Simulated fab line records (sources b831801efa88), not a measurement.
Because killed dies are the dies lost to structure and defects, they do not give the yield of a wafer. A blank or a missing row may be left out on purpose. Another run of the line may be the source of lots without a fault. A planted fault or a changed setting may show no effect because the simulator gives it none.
fab line records | flow sky130
[record] lots = 6 wafers = 18 last_day = 50
route steps=708 shown CAP2M@614 METAL4@621
lots that met no fault: from a run of the same line without faults
start_h: start of the lot's first displayed wafer, in hours after the record's first day | wait_h: hours elapsed since this lot's preceding step | " repeats the value in the row above | L1.1+2: one row covering several wafers at once | - no value, or no start given | * or withheld: withheld | < > ~ a bound
route shown NAME@n: a module of which the file shows steps, and the number in the route of the first | usual: mean/standard deviation taken from wafers without a fault | same: alike in all rows | chamber/n: place in a boat | sites: per-site readings | _std_site: their standard deviation | _edge_site: mean of outer sites minus mean of inner sites | radius_mm: how far each site lies from the wafer's centre | mask NAME#n: copy n | behind: tool/chamber where the wafer was last shaped | hold: the reason the lot was held/the length of the hold in hours/how it ended | device: transistor that didn't switch, given as n, p or np | end of line: the tests these same wafers got at the end of their route | step lacking rows: just its recipe | killed: dies lost to structure and defects at the first sort, not the wafer's yield | map: dies across one wafer; x = killed, . = not, _ = none there
set.NAME: setting as actually run; set.NAME@STEP: the setting as run at that earlier step | model.NAME: the simulator's own value behind a step, which no gauge read
a table for each step, a row for each wafer; lots at some steps of the route
services: when a tool's chamber went out of use (start_h, in hours from the record's first day, below 0 if earlier), for how many hours, and the reason
[[steps]]
[step SKY_CAP2M_DEVELOP_11]
[recipe] resist = NOVOLAK developer = TMAH develop_time_s = 60 dev_temp_c = 23
[step SKY_CAP2M_OVL_MEAS_12]
[usual] CAP2M_OVL = 0.1/1.3
// columns lot.wafer tool chamber start_h wait_h CAP2M_OVL[nm]
L102.1 overlay-02 - 995.60 0.1 -1.6
L102.2 " - " " 0.3
L102.6 " - " " 1.0
L104.3 overlay-02 - 1016.48 0.1 2.4
L104.4 " - " " 2.3
L104.5 " - " " 0.5
L118.1 overlay-01 - 1093.27 0.1 0.8
L118.3 " - " " 0.4
L118.6 " - " " 2.7
L117.2 overlay-01 - 1097.76 0.1 1.8
L117.3 " - " " 0.6
L117.6 " - " " 1.2
L120.1 overlay-02 - 1102.38 0.1 1.3
L120.2 " - " " -1.4
L120.5 " - " " 0.8
L119.2 overlay-01 - 1104.26 0.1 0.5
L119.3 " - " " -1.2
L119.4 " - " " 3.0
[step SKY_CAP2M_METAL_ETCH_13]
[recipe] target_depth_nm = 220 stop_on = SiO2 chemistry = Cl2/BCl3 target = TiN pressure_mtorr = 10 icp_w = 900 bias_w = 48.5 Cl2_flow_sccm = 60 bcl3_flow_sccm = 30 time_s = 62.9
[usual] drypump_motor_current_A = 5.7/0.43 oes_product_au = 0.939/0.0083 throttle_valve_pct = 21.902/0.01
[same] time_s = 62.9
// columns lot.wafer tool chamber start_h wait_h drypump_motor_current_A oes_product_au rf_hours_counter_h throttle_valve_pct
L102.1 rie_metal-02 1 995.64 0.0 6.3 0.938 6 21.907
L102.2 " 1 " " 6.3 0.926 - 21.916
L102.6 " 1 " " 6.3 0.938 - 21.917
L104.3 rie_metal-02 0 1016.53 0.0 5.4 0.947 - 21.892
L104.4 " 1 " " 6.3 0.937 - 21.886
L104.5 " 0 " " 5.4 0.957 - 21.883
L118.1 rie_metal-04 1 1093.31 0.0 6.1 0.938 3 21.909
L118.3 " 1 " " 6.1 0.930 - 21.905
L118.6 " 1 " " 6.1 0.933 - 21.908
L117.2 rie_metal-01 1 1097.79 0.0 5.4 0.936 16 21.900
L117.3 " 0 " " 6.2 0.942 - 21.907
L117.6 " 0 " " 6.2 0.943 - 21.913
L120.1 rie_metal-01 0 1102.42 0.0 6.2 0.932 21 21.912
L120.2 " 1 " " 5.4 0.943 17 21.910
L120.5 " 0 " " 6.2 0.949 - 21.891
L119.2 rie_metal-02 1 1104.29 0.0 6.3 0.926 13 21.903
L119.3 " 1 " " 6.3 0.949 - 21.897
L119.4 " 0 " " 5.4 0.934 - 21.903
[step SKY_CAP2M_STRIP_14]
[recipe] chemistry = O2/N2 power_w = 1400 pressure_mtorr = 1500 platen_temp_c = withheld o2_flow_sccm = 3000 n2_flow_sccm = 300 overash_fraction = 0.5
[usual] drypump_motor_current_A = 5.8/0.51 o2_flow_sccm = 3000/8.6 oes_product_au = 0.710/0.0046 strip_time_to_endpoint_s = 12.65/0.053
// columns lot.wafer tool chamber start_h wait_h drypump_motor_current_A o2_flow_sccm oes_product_au rf_hours_counter_h strip_time_to_endpoint_s
L102.1 plasma_asher-02 1 995.79 0.1 6.3 3002 0.717 121 12.66
L102.2 " 0 " " 5.3 3011 0.708 121 12.67
L102.6 " 0 " " 5.3 2998 0.705 - 12.67
L104.3 plasma_asher-01 1 1016.62 0.1 6.1 3006 0.711 - 12.64
L104.4 " 0 " " 5.4 3008 0.713 - 12.74
L104.5 " 1 " " 6.1 2996 0.710 - 12.67
L118.1 plasma_asher-04 0 1093.38 0.1 5.3 2994 0.714 36 12.60
L118.3 " 1 " " 6.4 3020 0.702 - 12.60
L118.6 " 0 " " 5.3 2986 0.704 - 12.60
L117.2 plasma_asher-04 1 1097.86 0.1 6.4 3006 0.701 36 12.72
L117.3 " 0 " " 5.3 2995 0.713 - 12.65
L117.6 " 1 " " 6.4 2995 0.713 - 12.67
L120.1 plasma_asher-04 1 1102.49 0.1 6.4 2998 0.716 37 12.64
L120.2 " 0 " " 5.3 3007 0.710 37 12.70
L120.5 " 1 " " 6.4 2991 0.709 - 12.62
L119.2 plasma_asher-02 1 1104.36 0.1 6.3 3002 0.703 4 12.78
L119.3 " 1 " " 6.3 2999 0.710 - 12.75
L119.4 " 0 " " 5.3 2999 0.710 - 12.74
[step SKY_CAP2M_STRIP_15]
[recipe] chemistry = post_etch_residue_remover time_s = 1200 temp_c = 72.5
[step SKY_CAP2M_CLEAN_16]
[recipe] chemistry = IPA time_s = 180 temp_c = 25
[step SKY_CAP2M_CLEAN_17]
[recipe] chemistry = O3/DIW dry = n2_spin
[step SKY_METAL4_DEHYDRATE_05]
[recipe] temp_c = 200 time_s = 60
[step SKY_METAL4_HMDS_06]
[recipe] prime_time_s = 60 prime_temp_c = 120
[step SKY_METAL4_COAT_07]
[recipe] resist = BARC temp_c = withheld time_s = withheld spin_rpm = 3000 resist_thk_nm = 60
[step SKY_METAL4_COAT_08]
[recipe] resist = KrF-thick spin_rpm = 3000 resist_thk_nm = 1140
[step SKY_METAL4_SOFTBAKE_09]
[recipe] temp_c = 100 time_s = 90 resist = KrF-thick
[step SKY_METAL4_EXPOSE_10]
[recipe] mask_id = MM4 na = 0.68 source_shape = annular sigma_inner = 0.4 sigma_outer = 0.8 target_cd_nm = 300 dose_mj = 28
[usual] exposure_dose_mJ_cm2 = 27.977/0.026 focus_offset_nm = 0.0/0.53
// columns lot.wafer tool chamber start_h wait_h mask exposure_dose_mJ_cm2 focus_offset_nm
L102.1 krf_scanner-02 0 1008.50 - MM4#0 27.957 0.6
L102.2 " 0 " " MM4#0 27.945 0.7
L102.6 " 0 " " MM4#0 27.952 1.1
L104.3 krf_scanner-01 0 1028.65 - MM4#0 27.951 0.0
L104.4 " 0 " " MM4#0 27.958 -0.2
L104.5 " 0 " " MM4#0 27.959 0.0
L118.1 krf_scanner-01 0 1104.01 - MM4#0 27.971 -0.1
L118.3 " 0 " " MM4#0 27.984 -0.1
L118.6 " 0 " " MM4#0 27.958 -0.4
L117.2 krf_scanner-02 - 1108.96 - MM4#0 - -
L117.3 " - " " MM4#0 - -
L117.6 " - " " MM4#0 - -
L120.1 krf_scanner-01 0 1112.98 - MM4#0 27.964 0.1
L120.2 " 0 " " MM4#0 28.005 0.4
L120.5 " 0 " " MM4#0 27.978 0.6
L119.2 krf_scanner-01 - 1115.09 - MM4#0 - -
L119.3 " - " " MM4#0 - -
L119.4 " - " " MM4#0 - -
[step SKY_METAL4_PEB_11]
[recipe] peb_temp_c = withheld peb_time_s = withheld resist = KrF-thick
[[services]]
// columns tool chamber start_h hours kind
krf_scanner-01 - 984.24 1.0 pm
krf_scanner-02 - 992.03 0.3 repair
rie_metal-02 0 995.13 - clean
rie_metal-02 0 995.13 16.5 scheduled_down
rie_metal-02 0 995.13 16.5 vent_cycle
plasma_asher-01 - 1000.97 6.9 repair
krf_scanner-01 - 1019.70 0.8 pm
rie_metal-02 1 1020.09 14.6 repair
krf_scanner-02 - 1025.49 4.4 pm
krf_scanner-01 - 1034.11 1.3 pm
krf_scanner-01 0 1038.16 - calibration
plasma_asher-01 - 1040.49 10.1 repair
rie_metal-04 - 1044.85 1.4 pm
rie_metal-04 1 1047.10 5.7 repair
plasma_asher-02 - 1055.25 9.0 pm
plasma_asher-02 0 1055.25 9.0 vent_cycle
rie_metal-01 1 1056.34 3.7 repair
rie_metal-04 - 1068.89 2.8 pm
krf_scanner-02 - 1078.21 1.3 pm
plasma_asher-01 - 1101.83 3.0 repair
krf_scanner-02 - 1102.17 0.8 pm
krf_scanner-01 - 1105.67 0.8 pm
plasma_asher-01 - 1113.24 2.8 pm
krf_scanner-02 - 1114.90 1.0 pm
[[key]]
[first_sign] step = SKY_METAL4_EXPOSE_10 reading = tool_record direction = missing
effect none on later readings
met_at SKY_METAL4_EXPOSE_10
struck_wafers L117.2,L117.3,L117.6,L119.2,L119.3,L119.4
later_rows_left_out L117.2,L117.3,L117.6,L119.2,L119.3,L119.4
sort_left_out L117.2,L117.3,L117.6,L119.2,L119.3,L119.4
onset_between 1104.01 1108.96
[fault] kind = skipped_step_whole tool = krf_scanner-01,krf_scanner-02 chamber = - onset_h = 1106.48 steps = SKY_METAL4_EXPOSE_10 scope = struck_lots_only
// sort_left_out: the simulated sort isn't trusted on such a fault, so these wafers' sort isn't shown, and their yield isn't known
// later_rows_left_out: the simulator's readings of these wafers behind a module that went badly wrong aren't trusted and aren't shown, but for the sort
